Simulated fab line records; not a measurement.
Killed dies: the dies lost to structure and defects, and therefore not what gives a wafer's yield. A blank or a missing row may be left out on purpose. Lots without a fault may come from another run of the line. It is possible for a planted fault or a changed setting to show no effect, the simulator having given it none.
Which tool was responsible? :: flow sky130 :: at 1 step of a route of 708, 11 lots with 33 wafers sampled

== WHAT THE GAUGES SHOWED, per wafer ==
SKY_METAL2_CD_MEAS_15: target cd 140 nm.
lot: L926
measured: day 36 08:42
on: cd sem-01
cd nm (nm): 139.6 137.1 139.1

lot: L925
measured: day 36 13:13
on: cd sem-01
cd nm (nm): 141.2 143.3 143.1

lot: L928
measured: day 36 21:19
on: cd sem-02
cd nm (nm): 138.6 140.2 139.6

lot: L932
measured: day 38 00:59
on: cd sem-02
cd nm (nm): 138.4 139.6 140.0

lot: L933
measured: day 38 03:56
on: cd sem-01
cd nm (nm): 142.6 140.8 139.4

lot: L934
measured: day 38 07:58
on: cd sem-01
cd nm (nm): 140.2 142.0 141.3

lot: L939
measured: day 39 16:07
on: cd sem-01
cd nm (nm): 140.7 141.6 141.0

lot: L940
measured: day 40 20:09
on: cd sem-01
cd nm (nm): 141.0 140.5 140.6

lot: L944
measured: day 41 08:16
on: cd sem-02
cd nm (nm): 139.2 140.4 140.7

lot: L945
measured: day 41 10:54
on: cd sem-02
cd nm (nm): 138.3 138.8 137.8

lot: L947
measured: day 41 17:00
on: cd sem-01
cd nm (nm): 140.5 140.1 139.3

== EACH LOT AND THE TOOL THAT RAN IT (in order: tool; ch and the chambers of the sampled wafers; start) ==
No process step before these readings appears in the record.

== THE ANSWER, worked out from the rows above alone ==
Rule: the usual values come from the lots themselves. The widest of any qualifying gaps counts: lots, ordered by their means at a reading, are off when they make up no more than a third of the lots, leave a main group of 4 or more, and stand apart from it by 3 or more times the standard deviation of that group's means. Not used: any main group whose means are identical at the precision the tables above print for the reading. A lot without any number at a reading at which 4 lots or more have one is off too. Any other lot the step has rows for is counted as sound.
Across all readings shown, no lot is off: no conclusion can be drawn from this.

== WHAT THE SIMULATOR HAD PUT IN ==
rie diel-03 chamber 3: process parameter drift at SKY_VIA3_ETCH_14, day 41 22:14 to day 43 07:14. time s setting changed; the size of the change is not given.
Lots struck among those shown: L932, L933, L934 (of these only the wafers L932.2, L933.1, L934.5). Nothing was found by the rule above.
